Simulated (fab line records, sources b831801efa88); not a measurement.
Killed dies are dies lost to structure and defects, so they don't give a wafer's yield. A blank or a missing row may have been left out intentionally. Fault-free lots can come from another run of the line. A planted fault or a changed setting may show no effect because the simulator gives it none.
Matching of chambers / flow gf180mcu / rieDiel-02 running GF_V2_ETCH_16: 4 sister chambers
The step etches BARC in N2/H2. 8 wafers are shown with their chamber, then 7 later ones without.

== WAFERS WITH THEIR CHAMBER ==
wafer=L712.4; chamber=2; oesProductAu (a.u.)=0.857; throttleValvePct (%)=13.216
wafer=L713.1; chamber=1; oesProductAu (a.u.)=0.853; throttleValvePct (%)=13.238
wafer=L716.6; chamber=0; oesProductAu (a.u.)=0.857; throttleValvePct (%)=13.230
wafer=L719.2; chamber=1; oesProductAu (a.u.)=0.854; throttleValvePct (%)=13.213
wafer=L719.3; chamber=3; oesProductAu (a.u.)=0.852; throttleValvePct (%)=13.213
wafer=L719.5; chamber=2; oesProductAu (a.u.)=0.855; throttleValvePct (%)=13.230
wafer=L731.2; chamber=0; oesProductAu (a.u.)=0.852; throttleValvePct (%)=13.210
wafer=L731.5; chamber=3; oesProductAu (a.u.)=0.855; throttleValvePct (%)=13.230

== WAFERS WITHOUT THEIR CHAMBER ==
wafer=L731.6; oesProductAu (a.u.)=0.840; throttleValvePct (%)=13.243
wafer=L730.1; oesProductAu (a.u.)=0.853; throttleValvePct (%)=13.221
wafer=L730.3; oesProductAu (a.u.)=0.856; throttleValvePct (%)=13.218
wafer=L730.5; oesProductAu (a.u.)=0.852; throttleValvePct (%)=13.213
wafer=L734.1; oesProductAu (a.u.)=0.853; throttleValvePct (%)=13.208
wafer=L734.4; oesProductAu (a.u.)=0.852; throttleValvePct (%)=13.215
wafer=L734.5; oesProductAu (a.u.)=0.858; throttleValvePct (%)=13.228

== EACH ONE'S CHAMBER ==
wafer=L731.6; from the rows above=can't be placed: 1 or 3 or 0 or 2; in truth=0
wafer=L730.1; from the rows above=can't be placed: 3 or 1 or 0 or 2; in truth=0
wafer=L730.3; from the rows above=can't be placed: 2 or 0 or 3 or 1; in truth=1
wafer=L730.5; from the rows above=can't be placed: 3 or 1 or 0 or 2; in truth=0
wafer=L734.1; from the rows above=can't be placed: 3 or 0 or 1 or 2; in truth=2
wafer=L734.4; from the rows above=can't be placed: 3 or 1 or 0 or 2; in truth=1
wafer=L734.5; from the rows above=can't be placed: 2 or 0 or 1 or 3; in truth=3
Correct placement for 0 of the 7. Not placeable from these rows: 7 (in 7, the candidates include the true chamber). Placed wrongly: 0.
How it was worked out, from the rows above alone: a wafer's distance from a chamber is the root of the sum, over the readings, of the square of ((its reading less the chamber's mean) divided by the reading's scatter). If the next closest chamber is less than 2 further off than the closest, the wafer can't be placed; otherwise it belongs to the closest. The mean given for a chamber averages the wafers shown for that chamber. The scatter is the square root of a quotient: the sum, over the shown wafers, of each reading's squared deviation from its chamber's mean, divided by wafers minus chambers.
